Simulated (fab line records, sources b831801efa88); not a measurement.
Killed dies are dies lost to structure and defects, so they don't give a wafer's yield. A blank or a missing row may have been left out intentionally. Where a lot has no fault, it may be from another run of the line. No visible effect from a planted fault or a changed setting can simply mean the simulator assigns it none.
Check of tool commonality	flow sky130	12 lots, 39 wafers sampled

THE REASON FOR OPENING IT
Flagged at SKY_POLY_GATE_CD_MEAS_13: reading cdNm, on 1 of 12 lots. No-fault wafers: 149.5 nm, standard deviation 1.5.
Rule: a lot is flagged when every wafer of it that has a number lies more than 4 standard deviations from that mean, or none has a number. The rest of the lots are taken to be sound.

lot	measured	on	cdNm (nm), wafer by wafer	flag
L552	day 16 09:49	cdSem-02	151.2 150.6 150.3	
L553	day 16 20:35	cdSem-01	151.0 150.9 150.9	
L554	day 17 04:50	cdSem-02	151.3 150.2 150.0	
L555	day 17 15:26	cdSem-01	147.7 147.9 147.6	
L557	day 18 07:47	cdSem-02	147.7 148.7 147.2	
L558	day 18 13:41	cdSem-02	150.6 150.6 149.7	
L564	day 20 16:49	cdSem-02	118.2 131.1 118.9 118.6 131.2 118.8	FLAGGED
L567	day 22 01:14	cdSem-02	151.2 150.9 149.7	
L572	day 23 12:48	cdSem-01	146.7 149.0 146.8	
L573	day 23 23:08	cdSem-01	151.1 150.4 148.5	
L574	day 24 10:03	cdSem-02	150.6 150.6 151.7	
L575	day 24 22:16	cdSem-02	149.7 149.4 150.6	
Average over the flagged lots: 122.8 nm; offset from the usual -26.7 nm, equal to -18 standard deviations.

LOT BY LOT: THE TOOL USED
The record keeps 1 process step preceding the reading, out of 708 steps on the route. In each cell: the tool, then ch and the chambers that the sampled wafers went through, then the start.
lot	flag	SKY_POLY_GATE_EXPOSE_10
L552		krfScanner-02 ch 0, day 15 19:26
L553		krfScanner-01 ch 0, day 16 06:49
L554		krfScanner-01 ch 0, day 16 14:43
L555		krfScanner-01 ch 0, day 17 01:07
L557		krfScanner-01 ch 0, day 17 17:19
L558		krfScanner-01 ch 0, day 17 22:32
L564	FLAGGED	krfScanner-01 ch 0, day 20 02:02
L567		krfScanner-02 ch 0, day 21 10:00
L572		krfScanner-01 ch 0, day 22 22:01
L573		krfScanner-02 ch 0, day 23 07:26
L574		krfScanner-01 ch 0, day 23 19:42
L575		krfScanner-01 ch 0, day 24 07:47
These steps, and what they do:
- SKY_POLY_GATE_EXPOSE_10: exposes mask P1M, target cd 150 nm.
- SKY_POLY_GATE_CD_MEAS_13: target cd 150 nm.

FLAGGED OVER TOTAL, TOOL BY TOOL (the gauges that took the reading come last)
step	tool	lots run	flagged	share of the flagged lots	sound lots run after its first flagged lot
SKY_POLY_GATE_EXPOSE_10	krfScanner-01	9	1	all	3 (L572,L574,L575)
SKY_POLY_GATE_EXPOSE_10	krfScanner-02	3	0	none	-
SKY_POLY_GATE_CD_MEAS_13	cdSem-01	4	0	none	-
SKY_POLY_GATE_CD_MEAS_13	cdSem-02	8	1	all	3 (L567,L574,L575)

WHAT THE TABLE PERMITS
In 2 table rows, all flagged lots were run: krfScanner-01 (SKY_POLY_GATE_EXPOSE_10), cdSem-02 (SKY_POLY_GATE_CD_MEAS_13).
- krfScanner-01 at SKY_POLY_GATE_EXPOSE_10: 1 of its 9 lots flagged. Lots that were sound ran on it after the first flagged one (L572, L574, L575); a persistent fault on the entire tool would not allow that. Its own readings lie more than 4 standard deviations out on every wafer of the flagged lots: exposureDoseMJCm2.
- cdSem-02 at SKY_POLY_GATE_CD_MEAS_13: 1 of its 8 lots flagged. Lots that were sound ran on it after the first flagged one (L567, L574, L575); a persistent fault on the entire tool would not allow that.
Every row of the table either missed a flagged lot or ran a sound lot after the first.

WHAT THE SIMULATOR HAD INSERTED
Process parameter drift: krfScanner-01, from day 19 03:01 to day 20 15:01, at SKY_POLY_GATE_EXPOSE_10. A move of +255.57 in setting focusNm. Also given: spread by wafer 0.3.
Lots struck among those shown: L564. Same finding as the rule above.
